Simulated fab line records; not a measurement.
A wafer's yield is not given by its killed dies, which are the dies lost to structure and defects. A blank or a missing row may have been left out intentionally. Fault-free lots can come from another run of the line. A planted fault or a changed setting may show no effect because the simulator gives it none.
Which tool was responsible?    flow sky130    24 lots with 72 wafers sampled at 4 steps, on a route of 708 steps

== WHAT THE GAUGES READ, wafer by wafer ==
SKY_METAL1_CD_MEAS_15 targets a cd of 140 nm. Usual: cd_nm 140.0 nm, standard deviation 1.2.
lot   measured      on         cd_nm (nm)         flag
L074  day 34 06:11  cd_sem-02  140.3 140.4 139.4  
L075  day 34 08:13  cd_sem-01  139.3 142.3 141.3  
L077  day 34 20:41  cd_sem-02  141.1 140.0 139.3  
L076  day 35 01:18  cd_sem-02  141.9 140.0 141.7  
L078  day 35 05:26  cd_sem-01  141.3 141.0 141.1  
L079  day 35 14:35  cd_sem-02  140.2 138.6 140.4  
L080  day 36 01:10  cd_sem-01  140.4 140.3 142.3  
L081  day 36 06:11  cd_sem-01  138.7 137.6 137.6  
L082  day 36 10:50  cd_sem-01  138.5 138.5 139.2  
L083  day 36 21:26  cd_sem-01  139.9 139.0 138.5  
L084  day 37 05:24  cd_sem-01  140.2 141.2 141.7  
L085  day 37 13:03  cd_sem-01  141.6 140.6 139.5  
L086  day 38 02:38  cd_sem-02  139.3 138.9 139.1  
L087  day 38 08:01  cd_sem-01  140.6 140.1 139.4  
L088  day 38 16:17  cd_sem-02  138.4 137.3 137.5  
L089  day 38 20:10  cd_sem-01  139.7 141.3 140.7  
L090  day 38 21:07  cd_sem-01  139.4 140.4 140.9  
L091  day 39 03:14  cd_sem-01  140.3 138.4 139.5  
L092  day 39 13:56  cd_sem-02  140.0 138.9 139.2  
L093  day 39 18:08  cd_sem-02  142.0 142.1 139.0  
L094  day 39 21:38  cd_sem-02  140.2 138.7 140.2  
L096  day 40 07:04  cd_sem-02  140.0 140.3 139.9  
L095  day 40 11:58  cd_sem-01  140.3 140.1 140.3  
L097  day 40 16:56  cd_sem-01  139.9 141.0 140.3  

SKY_METAL2_CD_MEAS_15 targets a cd of 140 nm. Usual: cd_nm 140.3 nm, standard deviation 1.6.
lot   measured      on         cd_nm (nm)         flag
L074  day 36 14:42  cd_sem-02  140.6 138.7 140.8  
L075  day 36 17:31  cd_sem-01  140.3 138.6 139.6  
L077  day 37 05:05  cd_sem-02  139.6 139.0 140.9  
L076  day 37 09:32  cd_sem-01  144.6 144.5 144.8  
L078  day 37 13:20  cd_sem-02  138.1 140.6 140.8  
L079  day 37 23:13  cd_sem-02  139.7 138.5 140.8  
L080  day 38 08:43  cd_sem-01  138.0 138.6 137.7  
L081  day 38 14:40  cd_sem-02  139.8 140.0 139.9  
L082  day 38 19:11  cd_sem-02  138.5 140.8 140.2  
L083  day 39 06:32  cd_sem-02  143.5 140.9 140.4  
L084  day 39 12:20  cd_sem-02  138.3 140.0 139.2  
L085  day 39 19:53  cd_sem-02  139.6 139.7 138.9  
L086  day 40 09:38  cd_sem-02  142.4 141.8 141.5  
L087  day 40 15:44  cd_sem-02  140.1 140.5 139.2  
L088  day 40 22:46  cd_sem-01  140.9 140.8 140.8  
L089  day 41 02:49  cd_sem-01  141.3 140.8 140.6  
L090  day 41 03:43  cd_sem-02  141.1 143.5 142.9  
L091  day 41 08:17  cd_sem-01  139.5 138.5 139.4  
L092  day 41 18:43  cd_sem-02  138.4 138.2 139.3  
L093  day 41 23:35  cd_sem-02  139.3 139.0 138.6  
L094  day 42 01:47  cd_sem-02  139.9 139.6 139.5  
L096  day 42 10:01  cd_sem-02  139.2 140.1 139.5  
L095  day 42 15:11  cd_sem-02  142.5 141.7 140.7  
L097  day 42 19:25  cd_sem-01  141.6 142.1 142.5  

== WHAT TOOL EACH LOT RAN ON (gives the tool, then ch and the chambers of the sampled wafers, and finally the start) ==
lot   SKY_CONTACT_ETCH_18                            SKY_METAL2_SPUTTER_02
L074  rie_diel-04 ch 0,1,2, day 34 06:11 or earlier  pvd_sputter-03, day 35 12:16
L075  rie_diel-04 ch 0,1,3, day 34 08:13 or earlier  pvd_sputter-03, day 35 13:53
L077  rie_diel-02 ch 0,1,3, day 34 20:41 or earlier  pvd_sputter-02, day 36 02:18
L076  rie_diel-02 ch 0,1,2, day 35 01:18 or earlier  pvd_sputter-02, day 36 07:17
L078  rie_diel-01 ch 0,2,3, day 35 05:26 or earlier  pvd_sputter-03, day 36 11:20
L079  rie_diel-01 ch 0,1,3, day 35 14:35 or earlier  pvd_sputter-04, day 36 20:34
L080  rie_diel-04 ch 0,2, day 36 01:10 or earlier    pvd_sputter-03, day 37 06:49
L081  rie_diel-02 ch 0,1, day 36 06:11 or earlier    pvd_sputter-04, day 37 12:02
L082  rie_diel-04 ch 1,3, day 36 10:50 or earlier    pvd_sputter-04, day 37 16:47
L083  rie_diel-01 ch 1,2, day 36 21:26 or earlier    pvd_sputter-02, day 38 03:55
L084  rie_diel-01 ch 0,1,2, day 37 05:24 or earlier  pvd_sputter-02, day 38 10:32
L085  rie_diel-02 ch 2,3, day 37 13:03 or earlier    pvd_sputter-04, day 38 18:33
L086  rie_diel-04 ch 1,2,3, day 38 02:38 or earlier  pvd_sputter-03, day 39 08:02
L087  rie_diel-01 ch 1,2, day 38 08:01 or earlier    pvd_sputter-03, day 39 13:40
L088  rie_diel-02 ch 0,2, day 38 16:17 or earlier    pvd_sputter-04, day 39 21:29
L089  rie_diel-04 ch 0,1,3, day 38 20:10 or earlier  pvd_sputter-03, day 40 01:11
L090  rie_diel-04 ch 0,2, day 38 21:07 or earlier    pvd_sputter-02, day 40 02:20
L091  rie_diel-01 ch 0,2,3, day 39 03:14 or earlier  pvd_sputter-04, day 40 07:38
L092  rie_diel-02 ch 1,2,3, day 39 13:56 or earlier  pvd_sputter-03, day 40 18:02
L093  rie_diel-04 ch 2,3, day 39 18:08 or earlier    pvd_sputter-03, day 40 22:51
L094  rie_diel-02 ch 0,1,2, day 39 21:38 or earlier  pvd_sputter-03, day 41 01:16
L096  rie_diel-04 ch 0,2, day 40 07:04 or earlier    pvd_sputter-02, day 41 10:29
L095  rie_diel-04 ch 0,1,2, day 40 11:58 or earlier  pvd_sputter-03, day 41 16:13
L097  rie_diel-01 ch 0,1,2, day 40 16:56 or earlier  pvd_sputter-04, day 41 20:32
- SKY_CONTACT_ETCH_18: etches Si3N4 in CHF3/O2, stops on TiN, time 39 s, target depth 75 nm.
- SKY_METAL2_SPUTTER_02: material AlCu, target thk 250 nm, time 13.3 s.

== WHAT THE TOOLS THEMSELVES READ (means of the sampled wafers that have a number; where no wafer has one, the mark that the record gives instead) ==
SKY_CONTACT_ETCH_18. Usual: chamber_pressure_mTorr 40.00 mTorr, standard deviation 0.037; drypump_motor_current_A 5.66 A, standard deviation 0.28; oes_product_au 0.856 a.u., standard deviation 0.0075; throttle_valve_pct 8.794 %, standard deviation 0.0095.
lot   tool         chamber_pressure_mTorr (mTorr)  drypump_motor_current_A (A)  oes_product_au (a.u.)  throttle_valve_pct (%)  flag
L074  rie_diel-04  39.98                           5.60                         0.855                  8.799                   
L075  rie_diel-04  39.96                           5.59                         0.849                  8.795                   
L077  rie_diel-02  40.04                           5.61                         0.850                  8.784                   
L076  rie_diel-02  39.96                           5.66                         0.862                  8.789                   
L078  rie_diel-01  40.02                           5.82                         0.859                  8.786                   
L079  rie_diel-01  39.98                           5.76                         0.861                  8.789                   
L080  rie_diel-04  39.99                           5.44                         0.848                  8.794                   
L081  rie_diel-02  40.01                           5.56                         0.855                  8.797                   
L082  rie_diel-04  40.03                           5.59                         0.865                  8.809                   
L083  rie_diel-01  40.00                           6.17                         0.855                  8.804                   
L084  rie_diel-01  39.97                           6.07                         0.861                  8.798                   
L085  rie_diel-02  40.01                           5.58                         0.853                  8.804                   
L086  rie_diel-04  39.97                           5.60                         0.859                  8.792                   
L087  rie_diel-01  40.00                           6.18                         0.857                  8.799                   
L088  rie_diel-02  39.99                           5.72                         0.858                  8.793                   
L089  rie_diel-04  39.99                           5.59                         0.861                  8.801                   
L090  rie_diel-04  39.98                           5.46                         0.846                  8.791                   
L091  rie_diel-01  39.95                           5.81                         0.858                  8.798                   
L092  rie_diel-02  39.99                           5.52                         0.849                  8.791                   
L093  rie_diel-04  40.01                           5.47                         0.856                  8.785                   
L094  rie_diel-02  39.98                           5.63                         0.861                  8.801                   
L096  rie_diel-04  40.00                           5.45                         0.853                  8.800                   
L095  rie_diel-04  39.99                           5.58                         0.857                  8.808                   
L097  rie_diel-01  39.98                           6.06                         0.851                  8.803                   

SKY_METAL2_SPUTTER_02. Usual: throttle_valve_pct 30.0 %, standard deviation 0.73.
lot   tool            throttle_valve_pct (%)  flag
L074  pvd_sputter-03  29.9                    
L075  pvd_sputter-03  29.9                    
L077  pvd_sputter-02  30.2                    
L076  pvd_sputter-02  30.2                    
L078  pvd_sputter-03  30.2                    
L079  pvd_sputter-04  30.6                    
L080  pvd_sputter-03  30.1                    
L081  pvd_sputter-04  30.2                    
L082  pvd_sputter-04  30.2                    
L083  pvd_sputter-02  29.6                    
L084  pvd_sputter-02  29.7                    
L085  pvd_sputter-04  30.1                    
L086  pvd_sputter-03  29.8                    
L087  pvd_sputter-03  30.4                    
L088  pvd_sputter-04  30.2                    
L089  pvd_sputter-03  30.1                    
L090  pvd_sputter-02  30.3                    
L091  pvd_sputter-04  30.1                    
L092  pvd_sputter-03  29.6                    
L093  pvd_sputter-03  30.0                    
L094  pvd_sputter-03  29.7                    
L096  pvd_sputter-02  30.1                    
L095  pvd_sputter-03  29.8                    
L097  pvd_sputter-04  30.7                    

== THE ANSWER, worked out from the rows above alone ==
Rule: take the mean of a lot's wafers that have a number; if it is more than 3 standard deviations from the usual mean, the lot is off. Also off: a lot with no number at a reading for which 4 or more lots have one. Where the step has rows for the other lots, those lots are counted as sound. After the gauges, taken in route order, come the tools' own readings; for these a lot's mean is taken, as printed above. The first step at which some lot is off is used, and at that step the reading that is off furthest; a lot without a number counts as furthest.
Nothing can be told from this: no lot is off at any reading shown.

== WHAT THE SIMULATOR HAD PUT IN ==
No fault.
